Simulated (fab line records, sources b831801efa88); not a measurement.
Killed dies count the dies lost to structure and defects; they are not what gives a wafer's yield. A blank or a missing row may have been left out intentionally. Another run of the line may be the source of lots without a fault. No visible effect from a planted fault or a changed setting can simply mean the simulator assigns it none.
Which tool did it?	flow sky130	12 lots, 36 wafers sampled, at 5 steps of a route of 708

## WHAT EACH GAUGE READ, for each wafer
SKY_PWDE_OVL_MEAS_07.
lot	measured	on	PWDE_OVL (nm)
L324	day 4 02:46	overlay-01	-0.6 -1.5 -2.4
L325	day 4 08:18	overlay-02	-0.4 -1.7 -1.5
L327	day 4 20:40	overlay-01	-1.3 -1.2 -0.3
L328	day 5 02:01	overlay-01	-0.6 0.9 -0.1
L330	day 5 11:45	overlay-02	-2.5 -0.9 -3.3
L332	day 5 22:11	overlay-02	-2.1 -2.0 -0.2
L338	day 7 09:32	overlay-01	0.6 0.3 -1.1
L340	day 8 01:45	overlay-02	-1.0 -2.5 -1.7
L342	day 8 13:42	overlay-01	-1.3 -3.4 -2.5
L343	day 8 15:14	overlay-02	1.4 -0.1 0.5
L344	day 8 21:06	overlay-02	0.2 -0.7 -1.7
L346	day 9 06:57	overlay-02	-1.4 -0.3 -2.0

SKY_POLY_GATE_THK_MEAS_21.
lot	measured	on	POLY_GATE_OXIDATION_THK (nm)
L324	day 17 04:39	film-metro-01	3.89 3.88 3.92
L325	day 17 05:29	film-metro-03	4.09 4.10 4.12
L327	day 18 09:53	film-metro-01	3.96 3.88 3.93
L328	day 18 18:40	film-metro-03	3.86 3.79 3.90
L330	day 19 09:46	film-metro-03	4.05 4.03 3.93
L332	day 20 05:43	film-metro-02	3.99 3.97 4.03
L338	day 22 02:25	film-metro-03	3.93 3.87 3.86
L340	day 23 08:26	film-metro-01	3.84 3.92 3.85
L342	day 23 15:10	film-metro-03	4.04 4.03 4.01
L343	day 23 17:20	film-metro-03	4.08 4.08 4.09
L344	day 24 04:04	film-metro-01	3.93 3.98 3.96
L346	day 24 21:38	film-metro-03	4.17 4.01 4.15

SKY_LDD_HVN_TW_MEAS_10.
lot	measured	on	LDD_HVN_TW
L324	day 21 01:25	film-metro-01	1448 1443 1450
L325	day 21 02:10	film-metro-01	1441 1443 1445
L327	day 22 06:20	film-metro-03	1418 1414 1415
L328	day 22 15:11	film-metro-02	1444 1435 1438
L330	day 23 07:41	film-metro-02	1437 1440 1447
L332	day 24 03:07	film-metro-02	1456 1449 1446
L338	day 25 23:45	film-metro-01	1527 1523 1521
L340	day 27 03:42	film-metro-02	1502 1508 1506
L342	day 27 10:42	film-metro-03	1414 1410 1417
L343	day 27 12:51	film-metro-03	1404 1405 1407
L344	day 27 21:43	film-metro-02	1442 1440 1443
L346	day 28 14:40	film-metro-03	1406 1415 1408

## WHICH TOOL RAN EACH LOT (tool, then ch and the chambers of the sampled wafers, then the start)
lot	SKY_VT_ADJUST_LVTN_STRIP_20	SKY_LDD_HVN_IMPLANT_08
L324	plasma-asher-04 ch 0,1, day 8 02:16	implanter-01 ch 0, day 21 01:13
L325	plasma-asher-04 ch 0,1, day 8 09:50	implanter-04 ch 0, day 21 01:55
L327	plasma-asher-01 ch 0,1, day 8 23:59	implanter-03 ch 0, day 22 06:07
L328	plasma-asher-04 ch 0,1, day 9 06:32	implanter-03 ch 0, day 22 14:59
L330	plasma-asher-03 ch 0,1, day 9 19:28	implanter-01 ch 0, day 23 07:26
L332	plasma-asher-01 ch 0,1, day 10 07:26	implanter-01 ch 0, day 24 02:53
L338	plasma-asher-03 ch 0,1, day 12 01:32	implanter-01 ch 0, day 25 23:30
L340	plasma-asher-04 ch 0,1, day 12 21:11	implanter-01 ch 0, day 27 03:27
L342	plasma-asher-01 ch 0, day 13 12:26	implanter-03 ch 0, day 27 10:27
L343	plasma-asher-04 ch 0,1, day 13 12:33	implanter-03 ch 0, day 27 12:36
L344	plasma-asher-03 ch 0,1, day 13 21:56	implanter-04 ch 0, day 27 21:28
L346	plasma-asher-01 ch 0, day 14 08:45	implanter-03 ch 0, day 28 14:26
- SKY_VT_ADJUST_LVTN_STRIP_20: strips in O2/N2.
- SKY_LDD_HVN_IMPLANT_08

## AS READ BY THE TOOLS THEMSELVES (means over the sampled wafers that have a number; for cases with no such wafer, the mark the record gives instead)
SKY_VT_ADJUST_LVTN_STRIP_20.
lot	tool	drypump-motor-current-A (A)	oes-product-au (a.u.)	strip-time-to-endpoint-s (s)
L324	plasma-asher-04	5.6	0.719	14.03
L325	plasma-asher-04	5.6	0.717	14.06
L327	plasma-asher-01	5.9	0.714	14.03
L328	plasma-asher-04	5.4	0.714	14.05
L330	plasma-asher-03	6.0	0.716	14.08
L332	plasma-asher-01	5.9	0.717	14.10
L338	plasma-asher-03	6.0	0.716	14.12
L340	plasma-asher-04	5.6	0.717	14.08
L342	plasma-asher-01	6.3	0.714	14.08
L343	plasma-asher-04	5.4	0.719	14.07
L344	plasma-asher-03	6.0	0.722	14.08
L346	plasma-asher-01	6.3	0.713	14.02

SKY_LDD_HVN_IMPLANT_08.
lot	tool	dose-ions-cm2	faraday-current-uA
L324	implanter-01	2.998e+13	168
L325	implanter-04	3.003e+13	170
L327	implanter-03	3.000e+13	171
L328	implanter-03	3.000e+13	171
L330	implanter-01	3.002e+13	169
L332	implanter-01	2.998e+13	171
L338	implanter-01	3.402e+13	194
L340	implanter-01	3.398e+13	191
L342	implanter-03	2.999e+13	167
L343	implanter-03	3.001e+13	167
L344	implanter-04	3.005e+13	168
L346	implanter-03	3.001e+13	167

## THE ANSWER, worked out from the rows above alone
Rule: what is usual is taken from the lots themselves. Put in order of their means at a reading, lots are off if they are a third of the lots or fewer, leave a main group of 4 or more, and stand apart from it by a gap of 3 or more times the standard deviation of the main group's means; of several such gaps the widest counts. If all means in a main group match to the digits the tables above print for the reading, that group is not used. A lot without any number at a reading at which 4 lots or more have one is off too. Where the step has rows for the other lots, those lots are counted as sound. Order of review: gauges by route order, followed by the tools' own readings, for which a lot's mean as printed above is used. The first step at which some lot is off is used, and at that step the reading that is off furthest; a lot without a number counts as furthest.
Off: L338, L340, seen at SKY_LDD_HVN_TW_MEAS_10 (LDD_HVN_TW). The main group: mean 1431, standard deviation 16.
A tool fits if, at a process step before that reading, it ran every lot that is off, and no sound lot after the first of them. Not tried: the gauges at SKY_LDD_HVN_TW_MEAS_10; whatever is off there is also off at SKY_LDD_HVN_IMPLANT_08, on other tools, and gauge error can't account for it. One candidate fits, namely implanter-01 at SKY_LDD_HVN_IMPLANT_08. Its last sound lot is L332 (day 24 02:53), its first lot that is off L338 (day 25 23:30): a fault that began between those two fits.
The tool's own readings at SKY_LDD_HVN_IMPLANT_08 bear it out: on the lots that are off they differ by more than 5 times the standard deviation of the sound lots' means. dose-ions-cm2 reads 3.400e+13 there against 3.001e+13 on the sound lots; faraday-current-uA reads 192 there against 169 on the sound lots.

## WHAT THE SIMULATOR HAD INSERTED
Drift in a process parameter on implanter-01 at SKY_LDD_HVN_IMPLANT_08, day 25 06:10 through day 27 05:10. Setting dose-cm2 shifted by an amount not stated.
Struck lots among those shown: L338, L340. The same result came from the rule above.
